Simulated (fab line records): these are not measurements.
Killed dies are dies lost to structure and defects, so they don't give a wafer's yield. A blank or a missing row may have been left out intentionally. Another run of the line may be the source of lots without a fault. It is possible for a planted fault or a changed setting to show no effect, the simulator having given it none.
Which tool did it? / flow sky130 / 12 lots, 35 wafers sampled, at 3 steps of a route of 708

WHAT THE GAUGES READ, wafer by wafer
SKY_SPACER_THK_MEAS_01. Usual: SPACER_CVD_00_THK gives 43.1 nm (standard deviation 0.34).
lot=L279; measured=day 22 15:29; on=filmMetro-02; SPACER_CVD_00_THK (nm)=43.1 43.1 43.3; flag=
lot=L280; measured=day 23 07:04; on=filmMetro-02; SPACER_CVD_00_THK (nm)=43.2 43.5 43.6; flag=
lot=L282; measured=day 24 22:57; on=filmMetro-03; SPACER_CVD_00_THK (nm)=43.7 43.8 43.6; flag=
lot=L281; measured=day 24 22:58; on=filmMetro-02; SPACER_CVD_00_THK (nm)=42.8 43.0 42.7; flag=
lot=L286; measured=day 25 12:29; on=filmMetro-03; SPACER_CVD_00_THK (nm)=42.3 42.8 42.6; flag=
lot=L287; measured=day 25 18:22; on=filmMetro-02; SPACER_CVD_00_THK (nm)=42.6 43.2 42.8; flag=
lot=L289; measured=day 26 15:22; on=filmMetro-01; SPACER_CVD_00_THK (nm)=43.1 43.0 43.2; flag=
lot=L291; measured=day 27 17:49; on=filmMetro-02; SPACER_CVD_00_THK (nm)=43.2 43.2 43.4; flag=
lot=L293; measured=day 27 23:21; on=filmMetro-03; SPACER_CVD_00_THK (nm)=42.5 42.5 42.4; flag=
lot=L294; measured=day 28 05:23; on=filmMetro-02; SPACER_CVD_00_THK (nm)=42.8 43.0; flag=
lot=L301; measured=day 30 13:39; on=filmMetro-01; SPACER_CVD_00_THK (nm)=43.2 43.3 43.0; flag=
lot=L302; measured=day 30 20:07; on=filmMetro-02; SPACER_CVD_00_THK (nm)=43.4 43.3 43.2; flag=

SKY_POLY_CUT_CD_MEAS_08: target cd 270 nm. Usual: cdNm 270.2 nm, standard deviation 1.6.
lot=L279; measured=day 23 21:08; on=cdSem-02; cdNm (nm)=270.8 271.2 272.3; flag=
lot=L280; measured=day 24 12:35; on=cdSem-01; cdNm (nm)=272.8 272.3 271.7; flag=
lot=L282; measured=day 26 04:14; on=cdSem-02; cdNm (nm)=272.4 273.4 271.9; flag=
lot=L281; measured=day 26 04:22; on=cdSem-02; cdNm (nm)=268.7 269.1 269.0; flag=
lot=L286; measured=day 26 18:23; on=cdSem-02; cdNm (nm)=269.7 270.1 270.7; flag=
lot=L287; measured=day 26 22:57; on=cdSem-02; cdNm (nm)=267.7 267.8 267.9; flag=
lot=L289; measured=day 27 20:38; on=cdSem-02; cdNm (nm)=269.1 267.9 267.9; flag=
lot=L291; measured=day 28 22:01; on=cdSem-02; cdNm (nm)=269.6 270.0 270.4; flag=
lot=L293; measured=day 29 03:07; on=cdSem-02; cdNm (nm)=268.5 270.0 269.4; flag=
lot=L294; measured=day 29 08:56; on=cdSem-02; cdNm (nm)=268.7 269.7; flag=
lot=L301; measured=day 31 16:56; on=cdSem-01; cdNm (nm)=270.5 271.8 271.1; flag=
lot=L302; measured=day 31 23:06; on=cdSem-01; cdNm (nm)=271.0 271.4 269.1; flag=

WHICH TOOL RAN EACH LOT (tool, then ch and the chambers of the sampled wafers, then the start)
lot=L279; SKY_SPACER_ETCHBACK_02=rieDiel-01 ch 0,1,2, day 22 15:32
lot=L280; SKY_SPACER_ETCHBACK_02=rieDiel-04 ch 1,2, day 23 07:07
lot=L282; SKY_SPACER_ETCHBACK_02=rieDiel-04 ch 1,2,3, day 24 23:01
lot=L281; SKY_SPACER_ETCHBACK_02=rieDiel-02 ch 1,3, day 24 23:01
lot=L286; SKY_SPACER_ETCHBACK_02=rieDiel-01 ch 1,2,3, day 25 12:32
lot=L287; SKY_SPACER_ETCHBACK_02=rieDiel-04 ch 1,2, day 25 18:25
lot=L289; SKY_SPACER_ETCHBACK_02=rieDiel-01 ch 0,2,3, day 26 15:26
lot=L291; SKY_SPACER_ETCHBACK_02=rieDiel-01 ch 1,2,3, day 27 17:50
lot=L293; SKY_SPACER_ETCHBACK_02=rieDiel-01 ch 0,3, day 27 23:23
lot=L294; SKY_SPACER_ETCHBACK_02=rieDiel-01 ch 0,2, day 28 05:25
lot=L301; SKY_SPACER_ETCHBACK_02=rieDiel-02 ch 1,2, day 30 13:43
lot=L302; SKY_SPACER_ETCHBACK_02=rieDiel-01 ch 0,2,3, day 30 20:10
- SKY_SPACER_ETCHBACK_02: etches Si3N4 in CH3F/O2, stops on SiO2, time 46.7 s, target depth 45 nm.

WHAT THE TOOLS THEMSELVES READ (means of the sampled wafers that have a number; where no wafer has one, the mark that the record gives instead)
SKY_SPACER_ETCHBACK_02. Usual: drypumpMotorCurrentA 5.8 A, standard deviation 0.45; oesProductAu 0.856 a.u., standard deviation 0.0057; throttleValvePct 10.563 %, standard deviation 0.0087.
lot=L279; tool=rieDiel-01; drypumpMotorCurrentA (A)=5.6; oesProductAu (a.u.)=0.859; throttleValvePct (%)=10.568; flag=
lot=L280; tool=rieDiel-04; drypumpMotorCurrentA (A)=6.0; oesProductAu (a.u.)=0.859; throttleValvePct (%)=10.555; flag=
lot=L282; tool=rieDiel-04; drypumpMotorCurrentA (A)=6.2; oesProductAu (a.u.)=0.864; throttleValvePct (%)=10.568; flag=
lot=L281; tool=rieDiel-02; drypumpMotorCurrentA (A)=5.3; oesProductAu (a.u.)=0.851; throttleValvePct (%)=10.563; flag=
lot=L286; tool=rieDiel-01; drypumpMotorCurrentA (A)=5.6; oesProductAu (a.u.)=0.851; throttleValvePct (%)=10.561; flag=
lot=L287; tool=rieDiel-04; drypumpMotorCurrentA (A)=5.9; oesProductAu (a.u.)=0.853; throttleValvePct (%)=10.563; flag=
lot=L289; tool=rieDiel-01; drypumpMotorCurrentA (A)=6.0; oesProductAu (a.u.)=0.857; throttleValvePct (%)=10.566; flag=
lot=L291; tool=rieDiel-01; drypumpMotorCurrentA (A)=5.6; oesProductAu (a.u.)=0.855; throttleValvePct (%)=10.564; flag=
lot=L293; tool=rieDiel-01; drypumpMotorCurrentA (A)=6.0; oesProductAu (a.u.)=0.847; throttleValvePct (%)=10.559; flag=
lot=L294; tool=rieDiel-01; drypumpMotorCurrentA (A)=5.9; oesProductAu (a.u.)=0.853; throttleValvePct (%)=10.569; flag=
lot=L301; tool=rieDiel-02; drypumpMotorCurrentA (A)=5.2; oesProductAu (a.u.)=0.858; throttleValvePct (%)=10.565; flag=
lot=L302; tool=rieDiel-01; drypumpMotorCurrentA (A)=5.9; oesProductAu (a.u.)=0.859; throttleValvePct (%)=10.563; flag=

THE ANSWER, worked out from the rows above alone
Rule: take the mean of a lot's wafers that have a number; if it is more than 3 standard deviations from the usual mean, the lot is off. A lot without any number at a reading at which 4 lots or more have one is off too. The other lots that the step has rows for count as sound. After the gauges, taken in route order, come the tools' own readings; for these a lot's mean is taken, as printed above. At the first step where some lot is off, the reading lying furthest off is the one used; lots without a number count as furthest.
None of the lots is off at any reading shown; this tells nothing.

WHAT THE SIMULATOR PUT IN
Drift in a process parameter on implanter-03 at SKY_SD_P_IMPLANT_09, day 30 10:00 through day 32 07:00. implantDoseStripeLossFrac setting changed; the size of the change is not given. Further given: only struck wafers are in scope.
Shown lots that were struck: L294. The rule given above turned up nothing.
